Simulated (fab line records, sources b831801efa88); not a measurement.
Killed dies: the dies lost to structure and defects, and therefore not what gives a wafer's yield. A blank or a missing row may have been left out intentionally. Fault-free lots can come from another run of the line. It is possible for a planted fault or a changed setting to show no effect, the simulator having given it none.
fab line records | flow gf180mcu
record: lots: 7 wafers: 21 last-day: 33
route steps=602 shown NSD@241 PSD@248
lots that met no fault: from a run of the same line without faults
start-h: start of the lot's first displayed wafer, in hours after the record's first day | wait-h: hours elapsed since this lot's preceding step | " the same as in the row above | L1.1+2: a single row standing in for several wafers | - value missing, or start not given | * or withheld: withheld | < > ~ a bound
route shown NAME@n: a module of which the file shows steps, and the number in the route of the first | usual: mean and standard deviation over wafers with no fault | same: alike in all rows | chamber/n: place in a boat | sites: readings site by site | _std_site: the values' standard deviation | _edge_site: mean of outer sites minus mean of inner sites | radius-mm: how far each site lies from the wafer's centre | mask NAME#n: copy n | behind: the last tool/chamber to shape the wafer | hold: why the lot was held/for how many hours/how that ended | device: the n, p or np transistor that did not switch | end of line: at the end of the route, the tests of the same wafers | a step given without rows: its recipe and nothing more | killed: dies lost to structure and defects at the first sort, not the wafer's yield | map: dies across one wafer; x = killed, . = not, _ = none there
set.NAME: the setting that was run; set.NAME@STEP: the one run at that earlier step | model.NAME: the simulator's own value behind a step, which no gauge read
lots at selected steps of the route; one table per step, one row per wafer
services: a tool's chamber out of use, with start hour (start-h, from the record's first day; less than 0 if before it), hours out, and reason
== steps ==
step: GF_NSD_DEVELOP_06
recipe: develop-time-s: 60 dev-temp-c: 23
step: GF_NSD_CD_MEAS_07
recipe: target-cd-nm: 400
usual: cd-nm: 401.0/2.7
columns lot.wafer tool chamber start-h wait-h cd-nm
L869.1 cd-sem-02 - 353.95 0.1 406.1
L869.2 " - " " 408.3
L869.6 " - " " 404.8
L870.1 cd-sem-02 - 362.05 0.1 399.6
L870.3 " - " " 398.2
L870.5 " - " " 400.1
L871.1 cd-sem-01 - 366.33 0.1 395.4
L871.4 " - " " 396.3
L871.6 " - " " 395.8
L879.1 cd-sem-01 - 439.28 0.1 400.6
L879.4 " - " " 404.1
L879.6 " - " " 403.9
L880.1 cd-sem-02 - 442.30 0.1 403.3
L880.3 " - " " 400.0
L880.5 " - " " 403.2
L881.3 cd-sem-02 - 455.24 0.1 399.4
L881.5 " - " " 399.8
L881.6 " - " " 398.5
L882.2 cd-sem-02 - 462.57 0.1 399.2
L882.3 " - " " 400.8
L882.4 " - " " 400.4
step: GF_NSD_OVL_MEAS_08
usual: NSD_OVL: -0.6/1.4
columns lot.wafer tool chamber start-h wait-h NSD_OVL[nm]
L869.1 overlay-01 - 354.07 0.1 -1.0
L869.2 " - " " 1.2
L869.6 " - " " 0.3
L870.1 overlay-01 - 362.17 0.1 -2.9
L870.3 " - " " -3.0
L870.5 " - " " -3.0
L871.1 overlay-01 - 366.45 0.1 -1.4
L871.4 " - " " -0.6
L871.6 " - " " 0.4
L879.1 overlay-02 - 439.40 0.1 0.8
L879.4 " - " " -0.7
L879.6 " - " " 2.4
L880.1 overlay-02 - 442.42 0.1 -2.1
L880.3 " - " " -2.0
L880.5 " - " " -1.2
L881.3 overlay-01 - 455.33 0.1 0.0
L881.5 " - " " -0.7
L881.6 " - " " 1.5
L882.2 overlay-01 - 462.68 0.1 -2.5
L882.3 " - " " -1.1
L882.4 " - " " -0.8
step: GF_NSD_IMPLANT_09
recipe: species: As energy-kev: 60 dose-cm2: 4e+15 tilt-deg: 7
step: GF_NSD_IMPLANT_10
recipe: species: P energy-kev: 40 dose-cm2: 5e+14 tilt-deg: 7
step: GF_NSD_STRIP_11
recipe: chemistry: O2/N2 power-w: 1400 pressure-mtorr: 1500 platen-temp-c: 250 o2-flow-sccm: 3000 n2-flow-sccm: 300 overash-fraction: 0.5
usual: drypump-motor-current-A: 5.9/0.42 heater-power-w: 319/21 n2-flow-sccm: 299.9/0.88 oes-product-au: 0.487/0.0044 strip-time-to-endpoint-s: 22.95/0.033
columns lot.wafer tool chamber start-h wait-h drypump-motor-current-A heater-power-w n2-flow-sccm oes-product-au rf-hours-counter-h strip-time-to-endpoint-s
L869.1 plasma-asher-02 1 354.41 0.1 5.7 342 299.5 0.494 20 22.91
L869.2 " 0 " " 6.0 306 300.0 0.488 20 22.94
L869.6 " 0 " " 6.0 304 299.1 0.490 - 22.93
L870.1 plasma-asher-04 0 362.50 0.1 6.1 315 300.9 0.489 74 22.96
L870.3 " 1 " " 5.1 282 300.1 0.491 - 23.00
L870.5 " 0 " " 6.1 322 301.1 0.484 - 22.97
L871.1 plasma-asher-03 1 366.79 0.1 6.0 326 298.5 0.480 63 22.93
L871.4 " 1 " " 6.0 319 300.9 0.492 - 23.00
L871.6 " 0 " " 6.5 326 299.1 0.482 - 22.92
L879.1 plasma-asher-02 0 439.74 0.1 6.0 315 301.2 0.489 30 22.98
L879.4 " 0 " " 6.0 307 300.4 0.488 - 22.90
L879.6 " 1 " " 5.7 347 300.0 0.481 - 22.98
L880.1 plasma-asher-04 0 442.76 0.1 6.1 329 299.4 0.485 1 22.98
L880.3 " 0 " " 6.1 337 299.8 0.481 - 22.98
L880.5 " 1 " " 5.1 286 299.9 0.481 - 23.00
L881.3 plasma-asher-03 0 455.69 0.1 6.4 328 301.0 0.485 - 22.96
L881.5 " 0 " " 6.5 330 301.0 0.494 - 22.95
L881.6 " 1 " " 6.0 331 301.5 0.490 - 22.96
L882.2 plasma-asher-02 0 463.01 0.1 6.0 312 299.8 0.494 33 22.99
L882.3 " 0 " " 6.0 301 299.5 0.482 - 22.96
L882.4 " 1 " " 5.7 351 299.4 0.489 - 22.96
step: GF_NSD_TW_MEAS_12
usual: NSD_TW: 4240/37
columns lot.wafer tool chamber start-h wait-h NSD_TW
L869.1 film-metro-04 - 354.51 0.1 4272
L869.2 " - " " 4253
L869.6 " - " " 4286
L870.1 film-metro-04 - 362.60 0.1 4267
L870.3 " - " " 4261
L870.5 " - " " 4287
L871.1 film-metro-01 - 366.89 0.1 4233
L871.4 " - " " 4236
L871.6 " - " " 4239
L879.1 film-metro-01 - 439.84 0.1 4257
L879.4 " - " " 4245
L879.6 " - " " 4260
L880.1 film-metro-02 - 442.86 0.1 4198
L880.3 " - " " 4200
L880.5 " - " " 4195
L881.3 film-metro-01 - 455.78 0.1 4250
L881.5 " - " " 4245
L881.6 " - " " 4252
L882.2 film-metro-04 - 463.12 0.1 4269
L882.3 " - " " 4275
L882.4 " - " " 4257
step: GF_PSD_DEHYDRATE_00
recipe: temp-c: 200 time-s: 60
step: GF_PSD_HMDS_01
recipe: prime-time-s: 60 prime-temp-c: 120
step: GF_PSD_COAT_02
recipe: resist: NOVOLAK spin-rpm: 3000 resist-thk-nm: 1000
step: GF_PSD_SOFTBAKE_03
recipe: temp-c: 90 time-s: 60 resist: NOVOLAK
step: GF_PSD_EXPOSE_04
recipe: mask-id: Pplus target-cd-nm: 400 na: 0.6 source-shape: conventional sigma-outer: 0.6 dose-mj: 140
step: GF_PSD_PEB_05
recipe: temp-c: withheld time-s: * resist: NOVOLAK
usual: chill-plate-temp-C: * exhaust-pa: 45.2/0.82
columns lot.wafer tool chamber start-h wait-h chill-plate-temp-C exhaust-pa
L869.1 litho-track-03 - 376.30 - - -
L869.2 " - " " - -
L869.6 " - " " - -
L870.1 litho-track-03 - 383.65 - - -
L870.3 " - " " - -
L870.5 " - " " - -
L871.1 litho-track-03 - 388.10 - - -
L871.4 " - " " - -
L871.6 " - " " - -
L879.1 litho-track-03 0 464.10 - * 45.7
L879.4 " 0 " " * 46.9
L879.6 " 0 " " * 46.0
L880.1 litho-track-02 0 466.53 - * 45.3
L880.3 " 0 " " * 45.2
L880.5 " 0 " " * 44.5
L881.3 litho-track-01 0 479.84 - * 44.4
L881.5 " 0 " " * 44.2
L881.6 " 0 " " * 44.6
L882.2 litho-track-02 0 486.61 - * 44.2
L882.3 " 0 " " * 45.9
L882.4 " 0 " " * 44.8
step: GF_PSD_DEVELOP_06
recipe: develop-time-s: 60 dev-temp-c: 23
== services ==
columns tool chamber start-h hours kind
plasma-asher-04 - 421.25 9.0 pm
plasma-asher-04 0 421.25 9.0 vent-cycle
plasma-asher-04 1 421.25 9.0 vent-cycle
plasma-asher-04 0 430.25 - clean
plasma-asher-04 1 430.25 - clean
litho-track-02 - 439.58 - consumable-replace:filter
plasma-asher-02 - 476.46 0.6 repair
plasma-asher-02 - 478.88 2.8 pm
plasma-asher-02 - 484.06 7.2 repair
== key ==
first-sign: step: GF_PSD_PEB_05 reading: tool-record direction: missing
effect none on later readings
met-at GF_PSD_PEB_05
struck-wafers L869.1,L869.2,L869.6,L870.1,L870.3,L870.5,L871.1,L871.4,L871.6
sort-left-out L869.1,L869.2,L869.6,L870.1,L870.3,L870.5,L871.1,L871.4,L871.6
tester-left-out L869,L870,L871
fault: kind: skipped-step-whole tool: litho-track-03 chamber: - onset-h: 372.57 steps: GF_PSD_PEB_05 scope: struck-lots-only
tester-left-out: of these lots the tester's yield and bins aren't shown, on N5 and GAA mostly nor the transistor test; their killed dies are dies lost to structure and defects alone, not to doping, threshold or leakage, so they don't give the yield
sort-left-out: the simulated sort isn't trusted on such a fault, so these wafers' sort isn't shown, and their yield isn't known
